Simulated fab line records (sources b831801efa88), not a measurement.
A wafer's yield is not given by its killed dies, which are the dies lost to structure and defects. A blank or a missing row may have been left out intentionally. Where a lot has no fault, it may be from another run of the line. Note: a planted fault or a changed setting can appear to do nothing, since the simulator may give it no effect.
Which tool is to blame? + flow gf180mcu + route of 602 steps, sampled at 1 step: 12 lots, 36 wafers

== WHAT EACH GAUGE READ, for each wafer ==
GF_V1_THK_MEAS_01.
| lot  | measured     | on            | V1_CVD_00_THK (nm) |
|------|--------------|---------------|--------------------|
| L075 | day 17 08:25 | film-metro-04 | 593 595 599        |
| L077 | day 18 05:01 | film-metro-02 | 594 597 587        |
| L079 | day 19 01:12 | film-metro-02 | 603 602 597        |
| L081 | day 20 00:46 | film-metro-02 | 597 592 595        |
| L083 | day 20 17:31 | film-metro-04 | 591 586 589        |
| L085 | day 21 06:34 | film-metro-04 | 596 599 590        |
| L087 | day 22 03:57 | film-metro-01 | 598 594 607        |
| L089 | day 22 18:31 | film-metro-04 | 603 589 606        |
| L091 | day 23 07:49 | film-metro-04 | 612 610 611        |
| L093 | day 24 06:34 | film-metro-02 | 599 599 601        |
| L095 | day 24 16:10 | film-metro-04 | 615 617 616        |
| L097 | day 25 09:51 | film-metro-02 | 606 601 614        |

== TOOL THAT RAN EACH LOT (tool first, then ch and the chambers of the sampled wafers, then the start) ==
The record shows no process step preceding these readings.

== THE ANSWER, worked out from the rows above alone ==
Rule: the usual values come from the lots themselves. Put in order of their means at a reading, lots are off if they are a third of the lots or fewer, leave a main group of 4 or more, and stand apart from it by a gap of 3 or more times the standard deviation of the main group's means; of several such gaps the widest counts. A main group whose means are all the same, to the digits that the tables above print for the reading, isn't used. Also off: a lot with no number at a reading for which 4 or more lots have one. Any other lot the step has rows for is counted as sound.
Across all readings shown, no lot is off: no conclusion can be drawn from this.

== WHAT WAS PUT IN BY THE SIMULATOR ==
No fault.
